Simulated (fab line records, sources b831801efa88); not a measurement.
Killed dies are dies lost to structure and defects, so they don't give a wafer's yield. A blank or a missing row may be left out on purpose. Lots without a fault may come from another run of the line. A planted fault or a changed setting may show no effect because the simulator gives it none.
Split-lot experiment | flow sky130 | 5 lots, 15 wafers read, on a route of 708 steps

THE SPLIT
At SKY_METAL2_METAL_ETCH_19 (etches the open film in Cl2/BCl3, stops on SiO2, target depth 360 nm, time 78 s), the setting icp_w was moved away from the recipe's 900 W on 4 of the 15 wafers read, by -8.1% to +9.8%. The other wafers ran this setting at the recipe's value.

The reading is taken at the split's own step.

THE READING
KrF-thick_of_METAL2_COAT_10.thk_nm (the simulator's own value, which no gauge read), in nm, at SKY_METAL2_METAL_ETCH_19 (etches the open film in Cl2/BCl3, stops on SiO2, target depth 360 nm, time 78 s). The file gives no usual value for it. The 11 wafers here that ran the recipe average 156.1 nm, standard deviation 3.8 nm.

wafer  | tool, chamber at the split | icp_w as run, W | against the recipe | KrF-thick_of_METAL2_COAT_10.thk_nm, nm | against lot-mates on the recipe
L074.1 | rie_metal-04, 0            | 988             | +9.8%              | 137.8                                  | -20.0
L074.4 | rie_metal-04, 1            | 900             | recipe             | 157.8                                  | -
L074.6 | rie_metal-04, 1            | 988             | +9.8%              | 136.1                                  | -21.7
L079.3 | rie_metal-04, 0            | 900             | recipe             | 155.1                                  | -
L079.4 | rie_metal-04, 1            | 900             | recipe             | 155.1                                  | -
L081.2 | rie_metal-01, 1            | 900             | recipe             | 150                                    | -
L081.4 | rie_metal-01, 0            | 900             | recipe             | 153.9                                  | -
L081.5 | rie_metal-01, 1            | 900             | recipe             | 152.3                                  | -
L084.1 | rie_metal-03, 0            | 900             | recipe             | 164.6                                  | -
L084.2 | rie_metal-03, 1            | 900             | recipe             | 153.6                                  | -
L084.4 | rie_metal-03, 0            | 827.5           | -8.1%              | 178.9                                  | +19.8
L084.6 | rie_metal-03, 1            | 827.5           | -8.1%              | 168.4                                  | +9.3
L085.2 | rie_metal-04, 1            | 900             | recipe             | 156.9                                  | -
L085.3 | rie_metal-04, 0            | 900             | recipe             | 158.8                                  | -
L085.6 | rie_metal-04, 0            | 900             | recipe             | 159.2                                  | -

THE FIT
A straight line over all 15 wafers: KrF-thick_of_METAL2_COAT_10.thk_nm changes by -2.05 nm for each +1% of icp_w; r = -0.93; the points scatter about the line by 4.1 nm.
The same after taking each lot's own level away (the mean of its wafers on the recipe; 15 wafers): -2 nm for each +1%; r = -0.95; scatter 3.2 nm.
On that fit, the largest move of icp_w shifts the reading by 20 nm.
The lots' own levels span 152.07 to 159.10 nm, that is 1.9 times the standard deviation above.
So the lot-to-lot level changes the slope little: the two slopes agree.
Check: with one of the wafers moved furthest among these (+9.8%) left out of the fit, the line predicts -19.8 nm for it against its lot-mates. It came out at -20 nm against them.

THE WHOLE CHAIN: every reading that the file lists as answering this split, in the file's order
step                     | what it does                                                                    | reading                                                                             | change (the file's fit)              | r (the file's)
SKY_METAL2_METAL_ETCH_19 | etches the open film in Cl2/BCl3, stops on SiO2, target depth 360 nm, time 78 s | KrF-thick_of_METAL2_COAT_10.thk_nm (the simulator's own value, which no gauge read) | -1.97 nm for each +1% of the setting | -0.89
SKY_METAL2_STRIP_20      | strips in O2/N2                                                                 | strip_time_to_endpoint_s                                                            | withheld for each +1% of the setting | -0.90

THE FILE'S OWN FIT
KrF-thick_of_METAL2_COAT_10.thk_nm changes by -1.97 nm for each +1% of icp_w, r = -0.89.
